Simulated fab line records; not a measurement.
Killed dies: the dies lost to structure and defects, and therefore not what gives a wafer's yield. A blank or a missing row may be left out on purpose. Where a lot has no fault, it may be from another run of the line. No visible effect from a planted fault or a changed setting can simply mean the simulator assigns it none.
A struck lot beside a sound one / flow sky130 / 14 steps out of a route of 708
Sound: these wafers, L945.2, L945.5, L945.6. Wafers struck: L953.1, L953.4, L953.5. At the end, the cause is stated.
Order at every step that has rows: each side's tool, ch and its chambers, its first start. Under that, the readings that differ: sound wafers / struck wafers / difference of the means / sigmas: that difference in standard deviations of wafers without a fault.
alike: a reading whose means differ by less than 2 such deviations, as well as words and numbers matching on both sides. not compared: withheld readings; readings where some wafer has no value; bounds like >300 that might hide an equal value; numbers whose values overlap and for which the record gives no deviation.
The two part at a step that has a row with sigmas, a row that says differs or no value, or rows on one side only. Numbers that don't overlap but have no deviation are shown without sigmas and don't part them. Lack of a reading on every wafer of one side parts them only where that side has two or more wafers.

SKY_METAL2_SPUTTER_02: material AlCu, target thk 250 nm, time 13.3 s.
  sound: pvd_sputter-01 at day 34 12:07; struck: pvd_sputter-04 at day 37 01:40
  alike: throttle_valve_pct
SKY_METAL2_SPUTTER_03: material Ti, target thk 5 nm, time 3.3 s.
  sound: pvd_sputter-01 at day 34 12:08; struck: pvd_sputter-04 at day 37 01:41
  alike: throttle_valve_pct
SKY_METAL2_SPUTTER_04: material TiN, target thk 70 nm, time 58.3 s.
  sound: pvd_sputter-01 at day 34 12:09; struck: pvd_sputter-04 at day 37 01:42
  alike: throttle_valve_pct
SKY_METAL2_RS_MEAS_05: the measuring method here is four-point-probe.
  sound: film_metro-03 at day 34 12:13; struck: film_metro-01 at day 37 01:45
  alike: METAL2_ALCU_RS
SKY_METAL2_THK_MEAS_06: measures by xrf.
  sound: film_metro-03 at day 34 12:20; struck: film_metro-01 at day 37 01:52
  alike: METAL2_ALCU_THK
then, 7 steps without rows for these wafers: SKY_METAL2_DEHYDRATE_07 (time 60 s); SKY_METAL2_HMDS_08 (prime time 60 s); SKY_METAL2_COAT_09 (resist thk 60 nm); SKY_METAL2_COAT_10 (resist thk 450 nm); SKY_METAL2_SOFTBAKE_11 (time 90 s); SKY_METAL2_EXPOSE_12 (exposes mask MM2, target cd 140 nm); SKY_METAL2_PEB_13.
SKY_METAL2_DEVELOP_14: develop time 60 s.
  sound on litho_track-03 ch 0, day 35 14:00; struck on litho_track-01, day 38 02:00
  no value came back on the struck wafers for chill_plate_temp_C (C), develop_time_s (s); on the sound wafers chill_plate_temp_C (C) reads 22.86 23.05 23.06
reading=model.KrF-thick_of_METAL2_COAT_10.thk_nm (nm); sound=438 436 437.4; struck=449.6 449.7 449.3; difference=+12.4; sigmas=
SKY_METAL2_CD_MEAS_15 targets a cd of 140 nm.
  sound: cd_sem-02 at day 35 14:59; struck: cd_sem-01 at day 38 03:06
reading=cd_nm (nm); sound=141.0 138.8 141.2; struck=- - -; difference=no value on the struck wafers; sigmas=

== WHERE THEY PART ==
At SKY_METAL2_DEVELOP_14 first; at SKY_METAL2_CD_MEAS_15 last (within this record only).

WHY: what the simulator had put in
Step skipped in full: litho_track-01, at SKY_METAL2_DEVELOP_14, from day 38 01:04 onward. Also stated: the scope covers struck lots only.
